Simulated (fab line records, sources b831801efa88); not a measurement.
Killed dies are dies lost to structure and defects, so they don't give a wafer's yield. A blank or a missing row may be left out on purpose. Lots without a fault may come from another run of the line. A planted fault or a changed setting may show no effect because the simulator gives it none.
Which tool did it? | flow gf180mcu | 6 lots, 18 wafers sampled, at 4 steps of a route of 602

WHAT THE GAUGES READ, wafer by wafer
GF_PASSIVATION_BOW_MEAS_14.
lot  | measured     | on            | PASSIVATION_BOW (um)
L427 | day 29 10:16 | film_metro-04 | 133 138 146
L430 | day 30 16:16 | film_metro-03 | 137 130 145
L432 | day 30 21:17 | film_metro-02 | 130 126 136
L435 | day 31 20:01 | film_metro-04 | 142 144 159
L438 | day 32 19:24 | film_metro-03 | 109 120 131
L443 | day 34 04:59 | film_metro-04 | 119 122 109

WHICH TOOL RAN EACH LOT (tool, then ch and the chambers of the sampled wafers, then the start)
lot  | GF_MIM_STRIP_20                      | GF_V5_CMP_26                  | GF_PASSIVATION_CVD_00
L427 | plasma_asher-03 ch 0,1, day 25 19:37 | cmp-02 ch 1,2, day 27 15:25   | pecvd-04 ch 0,2, day 28 12:37
L430 | plasma_asher-02 ch 0,1, day 27 04:56 | cmp-02 ch 0,2,3, day 28 23:22 | pecvd-03 ch 0,1,2, day 29 19:35
L432 | plasma_asher-02 ch 0,1, day 27 11:15 | cmp-01 ch 0,1,2, day 29 05:16 | pecvd-03 ch 0,1,2, day 30 00:51
L435 | plasma_asher-02 ch 0,1, day 28 12:42 | cmp-02 ch 0,1,3, day 30 05:43 | pecvd-03 ch 0,2, day 31 00:25
L438 | plasma_asher-02 ch 0,1, day 29 14:41 | cmp-01 ch 1,3, day 31 07:02   | pecvd-04 ch 0,1,2, day 32 01:25
L443 | plasma_asher-03 ch 0,1, day 31 05:51 | cmp-02 ch 0,2,3, day 32 17:31 | pecvd-02 ch 0,1,2, day 33 11:06
- GF_MIM_STRIP_20: strips in O2/N2.
- GF_V5_CMP_26: polishes, stops on SiO2, t overpolish 15 s, target thk 0 nm.
- GF_PASSIVATION_CVD_00: deposits SiO2 from TEOS, target thk 1000 nm, time 111.95 s.

THE ANSWER, worked out from the rows above alone
Rule: what is usual is taken from the lots themselves. Put in order of their means at a reading, lots are off if they are a third of the lots or fewer, leave a main group of 4 or more, and stand apart from it by a gap of 3 or more times the standard deviation of the main group's means; of several such gaps the widest counts. A main group whose means are all the same, to the digits that the tables above print for the reading, isn't used. A lot without any number at a reading at which 4 lots or more have one is off too. The other lots that the step has rows for count as sound.
No lot is off at any reading shown: from this, nothing can be told.

WHAT THE SIMULATOR HAD PUT IN
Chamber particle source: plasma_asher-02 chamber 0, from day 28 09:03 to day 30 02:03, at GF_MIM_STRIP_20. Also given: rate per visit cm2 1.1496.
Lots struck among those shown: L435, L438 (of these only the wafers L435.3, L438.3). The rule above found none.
